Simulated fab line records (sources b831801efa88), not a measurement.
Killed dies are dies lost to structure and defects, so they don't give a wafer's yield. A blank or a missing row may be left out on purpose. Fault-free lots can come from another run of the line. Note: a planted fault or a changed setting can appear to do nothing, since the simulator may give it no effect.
fab line records    flow sky130
record: lots: 6  wafers: 18  last_day: 50
route steps=708 shown NWELL@59 PAD_OPEN@708
lots untouched by any fault: they come from a run of this same line in which no faults occurred
start_h: hours from the record's opening day to when the first of the lot's shown wafers began    wait_h: time in hours since the lot's previous step    " the same as in the row above    L1.1+2: several wafers, shown together as one row    - either no value or no given start    * or withheld: withheld    < > ~ a bound
route shown NAME@n: names a module that has steps shown in the file, with the first one's number in the route    usual: mean and standard deviation over wafers with no fault    same: alike in all rows    chamber/n: place in a boat    sites: each site's reading    _std_site: standard deviation of those values    _edge_site: outer sites' mean less inner sites'    radius_mm: how far each site lies from the wafer's centre    mask NAME#n: copy n    behind: tool/chamber where the wafer was last shaped    hold: reason for holding the lot/hours on hold/outcome of the hold    device: which transistor (n, p or np) failed to switch    end of line: the same wafers' tests at the end of the route    a step with no rows: only its recipe    killed: dies lost to structure and defects at the first sort, not the wafer's yield    map: per-die view of a wafer (x killed, . not killed, _ where there is no die)
set.NAME: the setting as run; set.NAME@STEP: as run at that earlier step    model.NAME: the simulator's own value behind a step, which no gauge read
certain route steps with their lots: each step a table, each wafer a row
services: a tool's chamber out of use, with start hour (start_h, from the record's first day; less than 0 if before it), hours out, and reason
== steps ==
step: SKY_NWELL_SOFTBAKE_06
recipe: temp_c: 110  time_s: withheld
step: SKY_NWELL_EXPOSE_07
recipe: mask_id: NWM  na: 0.6  source_shape: conventional  sigma_outer: 0.6  polarization: unpolarized  target_cd_nm: 840  dose_mj: 255
step: SKY_NWELL_PEB_08
recipe: temp_c: 115  time_s: withheld
step: SKY_NWELL_DEVELOP_09
recipe: wall_angle_deg: 90  developer: TMAH  develop_time_s: 60  dev_temp_c: 23
step: SKY_NWELL_OVL_MEAS_10
usual: NWELL_00_OVL: -1.5/1.3
lot.wafer  tool        chamber  start_h  wait_h  NWELL_00_OVL[nm]
L869.2     overlay-01  -        94.16    -       -3.4
L869.3     "           -        "        "       -4.3
L869.6     "           -        "        "       -2.2
L872.2     overlay-02  -        107.16   -       -4.2
L872.4     "           -        "        "       -3.2
L872.5     "           -        "        "       -1.3
L879.1     overlay-02  -        145.76   -       -2.1
L879.4     "           -        "        "       -1.7
L879.6     "           -        "        "       0.1
L883.1     overlay-01  -        174.70   -       0.8
L883.2     "           -        "        "       0.3
L883.6     "           -        "        "       -2.6
L888.2     overlay-02  -        205.06   -       0.5
L888.3     "           -        "        "       -2.0
L888.6     "           -        "        "       -1.9
L890.4     overlay-01  -        214.17   -       -2.2
L890.5     "           -        "        "       -2.6
L890.6     "           -        "        "       -2.3
step: SKY_NWELL_IMPLANT_11
recipe: species: P  energy_kev: 400  dose_cm2: 1.9e+13  tilt_deg: withheld
step: SKY_NWELL_IMPLANT_12
recipe: species: P  energy_kev: 120  dose_cm2: 1.3e+12  tilt_deg: withheld
step: SKY_NWELL_IMPLANT_13
recipe: species: P  energy_kev: 50  dose_cm2: 7e+11  tilt_deg: withheld
step: SKY_NWELL_STRIP_14
recipe: chemistry: O2/N2  power_w: 1400  pressure_mtorr: 1500  platen_temp_c: withheld  o2_flow_sccm: 3000  n2_flow_sccm: 300  overash_fraction: 0.5
usual: chamber_pressure_mTorr: 1500.0/1.4  drypump_motor_current_A: 5.6/0.59  oes_product_au: 0.722/0.0048  strip_time_to_endpoint_s: 36.95/0.11
lot.wafer  tool             chamber  start_h  wait_h  chamber_pressure_mTorr  drypump_motor_current_A  oes_product_au  rf_hours_counter_h  strip_time_to_endpoint_s
L869.2     plasma_asher-02  0        94.64    0.1     1499.9                  4.9                      0.727           29                  37.01
L869.3     "                0        "        "       1499.3                  4.9                      0.728           -                   36.92
L869.6     "                1        "        "       1498.3                  6.2                      0.717           -                   36.84
L872.2     plasma_asher-04  0        107.64   0.1     1500.7                  6.6                      0.723           46                  36.85
L872.4     "                0        "        "       1500.5                  6.6                      0.722           -                   36.93
L872.5     "                1        "        "       1498.5                  5.5                      0.723           -                   36.93
L879.1     plasma_asher-02  0        146.24   0.1     1503.0                  4.9                      0.720           34                  37.01
L879.4     "                1        "        "       1499.9                  6.1                      0.720           -                   36.92
L879.6     "                1        "        "       1501.1                  6.2                      0.726           -                   36.91
L883.1     plasma_asher-02  0        175.19   0.1     1499.7                  4.9                      0.721           37                  36.90
L883.2     "                1        "        "       1500.9                  6.2                      0.719           37                  36.89
L883.6     "                0        "        "       1501.4                  4.9                      0.716           -                   36.87
L888.2     plasma_asher-03  1        205.54   0.1     1499.0                  5.3                      0.727           47                  36.90
L888.3     "                0        "        "       1500.3                  5.3                      0.719           -                   36.97
L888.6     "                1        "        "       1498.3                  5.3                      0.724           -                   36.88
L890.4     plasma_asher-02  0        214.67   0.1     1500.4                  4.9                      0.729           -                   37.25
L890.5     "                0        "        "       1501.8                  5.0                      0.716           -                   37.21
L890.6     "                1        "        "       1499.9                  6.2                      0.717           -                   37.27
step: SKY_NWELL_TW_MEAS_15
usual: NWELL_TW: 1813/12
lot.wafer  tool           chamber  start_h  wait_h  NWELL_TW
L869.2     film_metro-04  -        94.75    0.1     1811
L869.3     "              -        "        "       1814
L869.6     "              -        "        "       1812
L872.2     film_metro-01  -        107.75   0.1     1824
L872.4     "              -        "        "       1818
L872.5     "              -        "        "       1827
L879.1     film_metro-03  -        146.34   0.1     1817
L879.4     "              -        "        "       1817
L879.6     "              -        "        "       1816
L883.1     film_metro-04  -        175.29   0.1     1785
L883.2     "              -        "        "       1788
L883.6     "              -        "        "       1782
L888.2     film_metro-03  -        205.65   0.1     1820
L888.3     "              -        "        "       1820
L888.6     "              -        "        "       1812
L890.4     film_metro-03  -        214.77   0.1     1823
L890.5     "              -        "        "       1808
L890.6     "              -        "        "       1813
step: SKY_NWELL_DEHYDRATE_16
recipe: temp_c: 200  time_s: 60
step: SKY_NWELL_HMDS_17
recipe: prime_time_s: 60  prime_temp_c: 120
step: SKY_NWELL_COAT_18
recipe: spin_rpm: 2000  resist_thk_nm: 3000
usual: resist_line_temp_C: 23.00/0.11
lot.wafer  tool            chamber  start_h  wait_h  resist_line_temp_C  model.coat_of_NWELL_COAT_18.thk_nm
L869.2     litho_track-02  0        103.86   0.1     23.02               2989
L869.3     "               0        "        "       23.05               2989
L869.6     "               0        "        "       22.90               2993
L872.2     litho_track-03  0        116.83   0.1     23.04               3003
L872.4     "               0        "        "       23.01               2994
L872.5     "               0        "        "       22.95               2997
L879.1     litho_track-02  0        155.99   0.1     23.01               1683
L879.4     "               0        "        "       23.10               1688
L879.6     "               0        "        "       22.96               1683
L883.1     litho_track-02  0        185.84   0.1     22.81               1693
L883.2     "               0        "        "       23.03               1693
L883.6     "               0        "        "       23.25               1694
L888.2     litho_track-03  0        215.98   0.1     23.05               2994
L888.3     "               0        "        "       23.20               3002
L888.6     "               0        "        "       23.08               3000
L890.4     litho_track-03  0        226.58   0.1     23.11               2988
L890.5     "               0        "        "       23.07               2970
L890.6     "               0        "        "       23.26               2975
step: SKY_NWELL_SOFTBAKE_19
recipe: temp_c: 110  time_s: withheld
step: SKY_NWELL_EXPOSE_20
recipe: mask_id: NWM_COMPLEMENT  na: 0.6  source_shape: conventional  sigma_outer: 0.6  polarization: unpolarized  target_cd_nm: 840  dose_mj: 260
step: SKY_NWELL_PEB_21
recipe: temp_c: 115  time_s: withheld
step: SKY_NWELL_DEVELOP_22
recipe: wall_angle_deg: 90  developer: TMAH  develop_time_s: 60  dev_temp_c: 23
usual: resist_line_temp_C: 22.99/0.093
lot.wafer  tool            chamber  start_h  wait_h  resist_line_temp_C  model.coat_of_NWELL_COAT_18.thk_nm
L869.2     litho_track-03  0        -        -       23.03               2984
L869.3     "               0        "        "       22.94               2984
L869.6     "               0        "        "       23.11               2988
L872.2     litho_track-01  0        -        -       23.00               2998
L872.4     "               0        "        "       22.95               2990
L872.5     "               0        "        "       23.01               2993
L879.1     litho_track-03  0        -        -       22.95               1679
L879.4     "               0        "        "       23.00               1683
L879.6     "               0        "        "       22.94               1679
L883.1     litho_track-01  0        -        -       23.03               1688
L883.2     "               0        "        "       22.91               1689
L883.6     "               0        "        "       22.81               1689
L888.2     litho_track-03  0        -        -       22.65               2989
L888.3     "               0        "        "       22.94               2998
L888.6     "               0        "        "       23.04               2996
L890.4     litho_track-03  0        -        -       22.97               2984
L890.5     "               0        "        "       22.83               2966
L890.6     "               0        "        "       22.83               2971
step: SKY_NWELL_OVL_MEAS_23
usual: NWELL_01_OVL: 0.4/1.1
lot.wafer  tool        chamber  start_h  wait_h  NWELL_01_OVL[nm]
L869.2     overlay-02  -        112.86   -       -0.2
L869.3     "           -        "        "       -0.5
L869.6     "           -        "        "       -0.6
L872.2     overlay-01  -        125.41   -       -0.8
L872.4     "           -        "        "       0.4
L872.5     "           -        "        "       0.1
L879.1     overlay-02  -        165.96   -       0.3
L879.4     "           -        "        "       0.8
L879.6     "           -        "        "       -0.6
L883.1     overlay-01  -        196.35   -       1.8
L883.2     "           -        "        "       -0.4
L883.6     "           -        "        "       -0.6
L888.2     overlay-01  -        228.36   -       0.7
L888.3     "           -        "        "       -0.6
L888.6     "           -        "        "       0.7
L890.4     overlay-02  -        237.58   -       0.6
L890.5     "           -        "        "       2.2
L890.6     "           -        "        "       -0.9
step: SKY_NWELL_IMPLANT_24
recipe: species: B  energy_kev: 140  dose_cm2: 9.2e+12  tilt_deg: withheld
step: SKY_NWELL_STRIP_25
recipe: chemistry: O2/N2  power_w: 1400  pressure_mtorr: 1500  platen_temp_c: withheld  o2_flow_sccm: 3000  n2_flow_sccm: 300  overash_fraction: 0.5
usual: chamber_pressure_mTorr: 1500.3/1.5  drypump_motor_current_A: 5.7/0.61  oes_product_au: 0.722/0.0045  strip_time_to_endpoint_s: 36.92/0.13
lot.wafer  tool             chamber  start_h  wait_h  chamber_pressure_mTorr  drypump_motor_current_A  oes_product_au  rf_hours_counter_h  strip_time_to_endpoint_s
L869.2     plasma_asher-03  1        113.04   0.1     1497.4                  5.3                      0.719           38                  36.78
L869.3     "                0        "        "       1502.2                  5.3                      0.726           -                   36.77
L869.6     "                0        "        "       1500.9                  5.3                      0.714           -                   36.83
L872.2     plasma_asher-02  1        125.59   0.1     1500.7                  6.1                      0.719           32                  36.95
L872.4     "                0        "        "       1499.2                  4.9                      0.720           -                   36.84
L872.5     "                1        "        "       1502.8                  6.2                      0.723           -                   36.87
L879.1     plasma_asher-03  0        166.14   0.1     1500.7                  5.3                      0.723           44                  21.61
L879.4     "                0        "        "       1500.5                  5.3                      0.725           -                   21.67
L879.6     "                0        "        "       1503.1                  5.3                      0.715           -                   21.61
L883.1     plasma_asher-02  1        196.54   0.1     1500.0                  6.2                      0.718           39                  21.73
L883.2     "                0        "        "       1498.8                  4.9                      0.712           39                  21.72
L883.6     "                0        "        "       1500.3                  4.9                      0.718           -                   21.74
L888.2     plasma_asher-02  0        228.54   0.1     1502.2                  4.9                      0.723           42                  36.84
L888.3     "                0        "        "       1500.6                  4.9                      0.728           -                   36.95
L888.6     "                1        "        "       1501.6                  6.1                      0.719           -                   36.92
L890.4     plasma_asher-04  1        237.78   0.1     1499.7                  5.5                      0.727           -                   36.76
L890.5     "                0        "        "       1501.1                  6.6                      0.722           -                   36.55
L890.6     "                1        "        "       1500.9                  5.5                      0.721           -                   36.62
step: SKY_NWELL_TW_MEAS_26
usual: NWELL_2_TW: 492/3.5
lot.wafer  tool           chamber  start_h  wait_h  NWELL_2_TW
L869.2     film_metro-01  -        113.15   0.1     497
L869.3     "              -        "        "       494
L869.6     "              -        "        "       494
L872.2     film_metro-01  -        125.70   0.1     495
L872.4     "              -        "        "       494
L872.5     "              -        "        "       493
L879.1     film_metro-01  -        166.24   0.1     494
L879.4     "              -        "        "       493
L879.6     "              -        "        "       492
L883.1     film_metro-03  -        196.64   0.1     494
L883.2     "              -        "        "       493
L883.6     "              -        "        "       495
L888.2     film_metro-03  -        228.65   0.1     492
L888.3     "              -        "        "       489
L888.6     "              -        "        "       492
L890.4     film_metro-04  -        237.87   0.1     489
L890.5     "              -        "        "       488
L890.6     "              -        "        "       488
step: SKY_PAD_OPEN_PROBE_99
usual: killed_at_M0_to_M3: 43/6.7  killed_at_M4_up: 3.1/1.9  killed_at_contacts: 25/5  killed_at_front_end: 15/4  killed_at_other: 0.4/0.69  killed_dies: 87/9.2  killed_open: 46/7.1  killed_short: 40/6.8
same: gross_dies: 492  killed_at_back_side: 0
lot.wafer  tool       chamber  start_h  wait_h  killed_at_M0_to_M3  killed_at_M4_up  killed_at_contacts  killed_at_front_end  killed_at_other  killed_dies  killed_open  killed_short  model.etest.nfet_16v.r_on_ohm_um  model.etest.res_iso_pwell.width_nm  model.etest.res_nwell.width_nm  model.etest.pfet_16v.drive_ua_um
L869.2     prober-02  -        1089.06  0.1     53                  4                24                  10                   0                91           43           48            1.415e+04                         2631                                840.4                           242.5
L869.3     prober-02  -        1089.11  0.2     37                  4                28                  14                   0                83           39           44            1.428e+04                         2646                                838.1                           244.5
L869.6     prober-02  -        1089.26  0.2     34                  3                31                  12                   0                80           45           35            1.421e+04                         2644                                836.5                           244.3
L872.2     prober-02  -        1098.29  0.1     46                  2                37                  19                   0                104          63           41            1.356e+04                         2642                                841.6                           251.9
L872.4     prober-02  -        1098.39  0.2     39                  6                22                  14                   0                81           53           27            1.381e+04                         2642                                841                             250.7
L872.5     prober-02  -        1098.44  0.2     44                  1                18                  16                   0                79           31           48            1.376e+04                         2637                                840.8                           250.5
L879.1     prober-02  -        1142.92  0.1     40                  3                22                  23                   1                89           49           40            1.483e+04                         2742                                794.2                           256.6
L879.4     prober-02  -        1143.07  0.2     42                  2                19                  18                   0                81           57           23            1.483e+04                         2760                                791.2                           260.6
L879.6     prober-02  -        1143.17  0.2     38                  2                25                  16                   0                81           46           35            1.479e+04                         2754                                794                             256.2
L883.1     prober-02  -        1168.67  0.1     45                  2                20                  17                   0                84           53           30            1.472e+04                         2757                                779.7                           254.5
L883.2     prober-02  -        1168.72  0.1     45                  2                27                  18                   0                92           53           38            1.461e+04                         2758                                775.8                           256.7
L883.6     prober-02  -        1168.92  0.2     44                  1                31                  11                   1                88           52           35            1.457e+04                         2755                                782.7                           256.2
L888.2     prober-01  -        1195.88  0.1     36                  5                26                  13                   0                80           38           42            1.412e+04                         2656                                830.1                           237.9
L888.3     prober-01  -        1195.93  0.2     39                  3                30                  17                   0                89           43           46            1.389e+04                         2659                                832.8                           244.6
L888.6     prober-01  -        1196.08  0.2     48                  7                31                  9                    0                95           44           51            1.388e+04                         2671                                833.4                           244.8
L890.4     prober-02  -        1206.32  0.2     40                  2                25                  13                   0                80           50           28            1.413e+04                         2641                                842.1                           245.3
L890.5     prober-02  -        1206.37  0.2     47                  10               22                  15                   0                94           45           49            1.428e+04                         2644                                844.4                           240.1
L890.6     prober-02  -        1206.42  0.2     28                  2                30                  15                   0                75           40           34            1.43e+04                          2641                                837.6                           245.8
killed by level:class
L869.2 VIA1:geometric_particle:open=12 VIA2:geometric_particle:short=8 METAL1:geometric_particle:short=7 CONTACT:geometric_particle:open=7 LI_CONTACT:geometric_particle:open=6 METAL2:geometric_particle:short=6 LOCAL_INTERCONNECT:geometric_particle:short=5 VIA1:geometric_particle:short=5
L869.3 CONTACT:geometric_particle:short=8 LI_CONTACT:geometric_particle:open=7 CONTACT:geometric_particle:open=6 VIA1:geometric_particle:short=6 VIA2:geometric_particle:open=6 LOCAL_INTERCONNECT:geometric_particle:short=5 FIELD_ISO:geometric_particle:short=4 POLY_GATE:geometric_particle:open=4
L869.6 VIA1:geometric_particle:open=13 LI_CONTACT:geometric_particle:short=9 CONTACT:geometric_particle:open=9 LI_CONTACT:geometric_particle:open=7 METAL1:geometric_particle:short=5 VIA1:geometric_particle:short=5 POLY_GATE:geometric_particle:short=4 FIELD_ISO:geometric_particle:open=3
L872.2 VIA1:geometric_particle:open=15 LI_CONTACT:geometric_particle:open=11 CONTACT:geometric_particle:open=10 LOCAL_INTERCONNECT:geometric_particle:short=8 VIA3:geometric_particle:open=7 VIA1:geometric_particle:short=6 VIA2:geometric_particle:open=6 FIELD_ISO:geometric_particle:open=5
L872.4 LI_CONTACT:geometric_particle:open=10 CONTACT:geometric_particle:open=9 VIA1:geometric_particle:open=8 VIA2:geometric_particle:open=6 POLY_GATE:geometric_particle:open=5 METAL2:geometric_particle:open=5 POLY_GATE:geometric_particle:short=4 METAL3:geometric_particle:open=4
L872.5 VIA1:geometric_particle:short=9 VIA1:geometric_particle:open=8 CONTACT:geometric_particle:short=6 METAL1:geometric_particle:short=6 FIELD_ISO:geometric_particle:open=5 METAL3:geometric_particle:short=5 VIA3:geometric_particle:open=5 CONTACT:geometric_particle:open=5
L879.1 LOCAL_INTERCONNECT:geometric_particle:short=7 VIA1:geometric_particle:open=7 VIA2:geometric_particle:open=7 VIA3:geometric_particle:open=7 FIELD_ISO:geometric_particle:short=6 POLY_GATE:geometric_particle:short=6 LI_CONTACT:geometric_particle:open=6 FIELD_ISO:geometric_particle:open=5
L879.4 VIA1:geometric_particle:open=12 VIA3:geometric_particle:open=10 FIELD_ISO:geometric_particle:open=8 CONTACT:geometric_particle:open=8 VIA2:geometric_particle:open=6 LI_CONTACT:geometric_particle:open=4 LOCAL_INTERCONNECT:geometric_particle:short=4 FIELD_ISO:geometric_particle:short=3
L879.6 CONTACT:geometric_particle:open=12 VIA1:geometric_particle:open=10 METAL1:geometric_particle:short=6 FIELD_ISO:geometric_particle:short=5 VIA2:geometric_particle:open=5 FIELD_ISO:geometric_particle:open=4 POLY_GATE:geometric_particle:short=4 LI_CONTACT:geometric_particle:open=4
L883.1 CONTACT:geometric_particle:open=11 VIA2:geometric_particle:open=11 VIA1:geometric_particle:open=10 POLY_GATE:geometric_particle:open=7 METAL1:geometric_particle:short=7 LI_CONTACT:geometric_particle:open=5 FIELD_ISO:geometric_particle:short=4 METAL2:geometric_particle:short=4
L883.2 VIA1:geometric_particle:open=15 LI_CONTACT:geometric_particle:open=9 METAL1:geometric_particle:short=6 CONTACT:geometric_particle:open=6 METAL2:geometric_particle:short=6 POLY_GATE:geometric_particle:open=5 LI_CONTACT:geometric_particle:short=5 LOCAL_INTERCONNECT:geometric_particle:short=5
L883.6 CONTACT:geometric_particle:open=13 VIA1:geometric_particle:open=13 CONTACT:geometric_particle:short=8 METAL2:geometric_particle:short=7 FIELD_ISO:geometric_particle:open=5 LI_CONTACT:geometric_particle:open=5 VIA1:geometric_particle:short=5 VIA3:geometric_particle:open=5
L888.2 CONTACT:geometric_particle:open=8 LOCAL_INTERCONNECT:geometric_particle:short=7 VIA1:geometric_particle:open=7 LI_CONTACT:geometric_particle:open=6 POLY_GATE:geometric_particle:open=5 VIA1:geometric_particle:short=5 VIA3:geometric_particle:short=5 METAL1:geometric_particle:short=4
L888.3 CONTACT:geometric_particle:open=12 VIA1:geometric_particle:open=11 LOCAL_INTERCONNECT:geometric_particle:short=8 METAL2:geometric_particle:short=8 POLY_GATE:geometric_particle:short=6 METAL1:geometric_particle:short=5 POLY_GATE:geometric_particle:open=4 CONTACT:geometric_particle:short=4
L888.6 VIA1:geometric_particle:open=13 CONTACT:geometric_particle:open=9 METAL1:geometric_particle:short=9 CONTACT:geometric_particle:short=8 FIELD_ISO:geometric_particle:short=6 LI_CONTACT:geometric_particle:open=6 METAL2:geometric_particle:short=5 METAL4:geometric_particle:short=5
L890.4 CONTACT:geometric_particle:open=12 VIA1:geometric_particle:open=9 METAL1:geometric_particle:short=8 LI_CONTACT:geometric_particle:open=7 VIA3:geometric_particle:open=6 VIA2:geometric_particle:open=4 VIA2:geometric_particle:short=4 FIELD_ISO:geometric_particle:open=3
L890.5 VIA1:geometric_particle:open=10 METAL1:geometric_particle:short=6 CONTACT:geometric_particle:open=6 VIA3:geometric_particle:short=6 METAL4:geometric_particle:short=6 METAL2:geometric_particle:short=6 FIELD_ISO:geometric_particle:open=5 POLY_GATE:geometric_particle:short=5
L890.6 CONTACT:geometric_particle:open=8 LI_CONTACT:geometric_particle:open=8 FIELD_ISO:geometric_particle:short=7 VIA3:geometric_particle:open=6 LI_CONTACT:geometric_particle:short=5 CONTACT:geometric_particle:short=4 LOCAL_INTERCONNECT:geometric_particle:short=4 VIA1:geometric_particle:open=4
== services ==
tool             chamber  start_h  hours  kind
plasma_asher-04  -        108.75   9.0    pm
plasma_asher-04  0        108.75   9.0    vent_cycle
plasma_asher-04  1        108.75   9.0    vent_cycle
plasma_asher-04  0        117.75   -      clean
plasma_asher-04  1        117.75   -      clean
== key ==
first_sign: step: SKY_NWELL_STRIP_25  reading: strip_time_to_endpoint_s  direction: down  sigmas: 99+  usual: *  struck: *
effect none on later readings
model_effect: step: SKY_NWELL_COAT_18  value: coat_of_NWELL_COAT_18.thk_nm  without: 3005  struck: 1689
model_effect: step: SKY_NWELL_DEVELOP_22  value: coat_of_NWELL_COAT_18.thk_nm  without: 3001  struck: 1685
model_effect: step: SKY_PAD_OPEN_PROBE_99  value: etest.nfet_16v.r_on_ohm_um  without: 1.418e+04  struck: 1.472e+04
met_at SKY_NWELL_COAT_18
struck_wafers L879.1,L879.4,L879.6,L883.1,L883.2,L883.6
tester_left_out L879,L883
onset_between 103.86 155.99
fault: kind: process_parameter_drift  tool: litho_track-02  chamber: -  onset_h: 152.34  steps: SKY_NWELL_COAT_18  channel: resist_thk_nm  offset: -1314.1  shape: step  end_h: 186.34  acts_in: these_recipes_only  stated: 3000
tester_left_out: of these lots the tester's yield and bins aren't shown, on N5 and GAA mostly nor the transistor test; their killed dies are dies lost to structure and defects alone, not to doping, threshold or leakage, so they don't give the yield
